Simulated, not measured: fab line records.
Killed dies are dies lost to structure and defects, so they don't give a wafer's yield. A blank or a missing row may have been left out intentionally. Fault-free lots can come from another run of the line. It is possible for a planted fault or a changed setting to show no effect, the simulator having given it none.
Comparing a struck lot with a sound one | flow sky130 | 22 out of 708 route steps
Sound: the wafers L556.2, L556.4. Struck: wafers L551.2, L551.3, L551.5. The cause is named last.
At each step with rows: each side's tool, then ch and its chambers, then its first start. Under that, the readings that differ: sound wafers | struck wafers | difference of the means | sigmas: that difference in standard deviations of wafers without a fault.
alike: words and numbers the same on both sides, and readings whose means are apart by under 2 such deviations; not compared: readings that were withheld, readings missing a value for some wafer, numbers with overlapping values and no deviation given by the record, and bounds like >300 which may hide the same value.
The two part at a step that has a row with sigmas, a row that says differs or no value, or rows on one side only. Numbers that don't overlap but have no deviation are shown without sigmas and don't part them. A reading missing from all wafers of one side parts the sides only when that side holds two or more wafers.

first, 2 steps without rows for these wafers: SKY_RES_PROTECT_DEVELOP_06 (develop time 60 s); SKY_POLY_GATE_IMPLANT_02.
SKY_RES_PROTECT_STRIP_07: strips in O2/N2.
  sound on plasma_asher-02 ch 0,1, day 21 10:08; struck on plasma_asher-02 ch 1, day 19 19:44
  alike: drypump_motor_current_A, oes_product_au, strip_time_to_endpoint_s
  not compared: rf_hours_counter_h
SKY_RES_PROTECT_TW_MEAS_08:
  sound on film_metro-02, day 21 10:15; struck on film_metro-04, day 19 19:53
  alike: POLY_GATE_TW
then, 2 steps without rows for these wafers: SKY_RES_PROTECT_CLEAN_09 (cleans in SC1/SC2, time 150 s); SKY_POLY_GATE_CVD_03 (deposits Si3N4 from DCS/NH3, target thk 75 nm, time 1290 s).
SKY_POLY_GATE_THK_MEAS_04:
  sound on film_metro-04, day 21 11:43; struck on film_metro-03, day 19 21:20
  reading                   | sound     | struck         | difference | sigmas
  POLY_GATE_CVD_03_THK (nm) | 75.6 75.3 | 72.9 74.1 73.6 | -1.9       | -2
then, 5 steps without rows for these wafers: SKY_POLY_GATE_DEHYDRATE_05 (time 60 s); SKY_POLY_GATE_HMDS_06 (prime time 60 s); SKY_POLY_GATE_COAT_07 (resist thk 110 nm); SKY_POLY_GATE_COAT_08 (resist thk 450 nm); SKY_POLY_GATE_SOFTBAKE_09 (time 90 s).
SKY_POLY_GATE_EXPOSE_10: exposes mask P1M, target cd 150 nm.
  sound on krf_scanner-01 ch 0, day 22 03:25; struck on krf_scanner-02 ch 0, day 20 13:16
  reading              | sound         | struck               | difference | sigmas
  exposure_dose_mJ_cm2 | 28.035 28.005 | 29.484 29.467 29.481 | +1.457     | +54
  alike: mask, focus_offset_nm
then, 2 steps without rows for these wafers: SKY_POLY_GATE_PEB_11; SKY_POLY_GATE_DEVELOP_12 (develop time 60 s).
SKY_POLY_GATE_CD_MEAS_13: target cd 150 nm.
  sound on cd_sem-02, day 22 18:50; struck on cd_sem-01, day 21 04:05
  reading    | sound       | struck            | difference | sigmas
  cd_nm (nm) | 152.6 151.1 | 141.9 141.7 141.3 | -10.2      | -9
SKY_POLY_GATE_OVL_MEAS_14:
  sound on overlay-01, day 22 18:56; struck on overlay-02, day 21 04:11
  alike: POLY_GATE_OVL
SKY_POLY_GATE_ETCH_15: etches BARC in N2/H2, stops on SiO2, time 118.5 s, target depth 110 nm.
  sound on rie_diel-04 ch 2,3, day 22 18:58; struck on rie_diel-04 ch 1,3, day 21 04:13
  reading                    | sound       | struck            | difference | sigmas
  model.POLY_GATE.cd_nm (nm) | 150.8 147.4 | 140.9 141.9 140.8 | -7.9       |
  alike: drypump_motor_current_A, oes_product_au, throttle_valve_pct
  not compared: rf_hours_counter_h
SKY_POLY_GATE_ETCH_16: etches Si3N4 in CH3F/O2, stops on poly-Si, time 147.5 s, target depth 75 nm.
  sound on rie_diel-04 ch 2,3, day 22 19:03; struck on rie_diel-04 ch 1,3, day 21 04:18
  reading               | sound       | struck            | difference | sigmas
  oes_product_au (a.u.) | 0.642 0.643 | 0.621 0.627 0.639 | -0.014     | -2
  alike: drypump_motor_current_A, throttle_valve_pct
  not compared: rf_hours_counter_h
SKY_POLY_GATE_ETCH_17: etches poly-Si in HBr/Cl2, stops on SiO2, target depth 180 nm, time 70.5 s.
  sound on rie_si-02 ch 2,3, day 22 19:09; struck on rie_si-01 ch 1,2,3, day 21 04:24
  reading                    | sound       | struck            | difference | sigmas
  oes_product_au (a.u.)      | 1.003 1.003 | 0.980 0.987 0.993 | -0.016     | -2
  model.POLY_GATE.cd_nm (nm) | 149.3 148.6 | 138.5 143.4 143.5 | -7.1       |
  alike: drypump_motor_current_A, he_backside_leak_sccm, mfc_cl2_sccm, throttle_valve_pct
  not compared: rf_hours_counter_h
SKY_POLY_GATE_STRIP_18: strips in O2/N2.
  sound on plasma_asher-03 ch 1, day 22 19:13; struck on plasma_asher-03 ch 1, day 21 04:28
  alike: drypump_motor_current_A, oes_product_au, strip_time_to_endpoint_s
  not compared: rf_hours_counter_h
SKY_PAD_OPEN_PROBE_99:
  sound wafers here have rows in the record (prober-01, day 49 23:50); struck ones have none

WHERE THEY PART
First at SKY_POLY_GATE_THK_MEAS_04; last, within this record, at SKY_PAD_OPEN_PROBE_99.

WHY: whatever the simulator had introduced
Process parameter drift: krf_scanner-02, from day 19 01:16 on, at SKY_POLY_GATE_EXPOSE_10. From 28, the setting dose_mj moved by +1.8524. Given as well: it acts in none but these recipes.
